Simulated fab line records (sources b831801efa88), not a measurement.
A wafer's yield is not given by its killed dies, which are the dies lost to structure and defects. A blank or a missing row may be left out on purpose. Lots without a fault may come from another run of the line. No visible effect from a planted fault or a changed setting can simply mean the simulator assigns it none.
Chamber matching | flow gf180mcu | 3 sister chambers for GF_V3_CVD_00 on hdpcvd-02
The step deposits SiO2, target thk 600 nm, time 100 s. 17 wafers are shown with their chamber, then 8 later ones without.

EACH WAFER AND ITS CHAMBER
wafer  | chamber | sih4_flow_sccm (sccm) | pressure_mtorr (mTorr)
L580.2 | 2       | 60.07                 | 6.009
L580.5 | 1       | 60.13                 | 5.999
L580.6 | 0       | 60.21                 | 6.008
L582.1 | 2       | 60.02                 | 6.009
L582.3 | 1       | 60.09                 | 6.001
L582.6 | 1       | 60.22                 | 5.999
L583.1 | 2       | 59.96                 | 5.990
L583.2 | 1       | 60.07                 | 6.021
L583.3 | 0       | 60.11                 | 6.025
L584.1 | 0       | 60.05                 | 5.993
L584.2 | 1       | 60.02                 | 5.996
L584.3 | 2       | 60.00                 | 6.005
L587.2 | 1       | 59.70                 | 5.980
L587.3 | 2       | 60.07                 | 5.994
L587.4 | 2       | 60.15                 | 5.973
L588.1 | 1       | 60.05                 | 6.000
L588.3 | 1       | 60.06                 | 6.008

SIGNATURES, as means of the wafers listed above
reading        | chamber 0 | chamber 1 | chamber 2 | scatter within a chamber
sih4_flow_sccm | 60.1233   | 60.0425   | 60.0450   | 0.118
pressure_mtorr | 6.00867   | 6.00050   | 5.99667   | 0.0131
Rule: for a wafer and a chamber, the distance is found by dividing, reading by reading, the gap between the wafer's reading and the chamber's mean by the reading's scatter, squaring, summing and taking the root. If the next closest chamber is less than 2 further off than the closest, the wafer can't be placed; otherwise it belongs to the closest. How the scatter is found: for the shown wafers, subtract from each reading the mean of its chamber, square and add these, divide the total by (wafers less chambers), then take the root.

WAFERS WITH NO CHAMBER GIVEN
wafer  | sih4_flow_sccm (sccm) | pressure_mtorr (mTorr)
L588.4 | 60.02                 | 5.996
L589.2 | 60.36                 | 5.990
L589.3 | 59.98                 | 5.999
L589.5 | 60.05                 | 5.976
L593.3 | 60.09                 | 5.990
L593.6 | 59.93                 | 6.002
L595.1 | 59.77                 | 6.033
L595.4 | 59.97                 | 6.032

WHICH CHAMBER EACH WENT THROUGH
wafer  | from the rows above          | in truth
L588.4 | can't be placed: 2 or 1 or 0 | 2
L589.2 | can't be placed: 0 or 2 or 1 | 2
L589.3 | can't be placed: 1 or 2 or 0 | 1
L589.5 | can't be placed: 2 or 1 or 0 | 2
L593.3 | can't be placed: 2 or 1 or 0 | 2
L593.6 | can't be placed: 1 or 2 or 0 | 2
L595.1 | can't be placed: 1 or 0 or 2 | 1
L595.4 | can't be placed: 0 or 1 or 2 | 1
0 of 8 placed correctly. Can't be placed from these rows: 8 (the true chamber is among the candidates in 8). 0 placed wrongly.
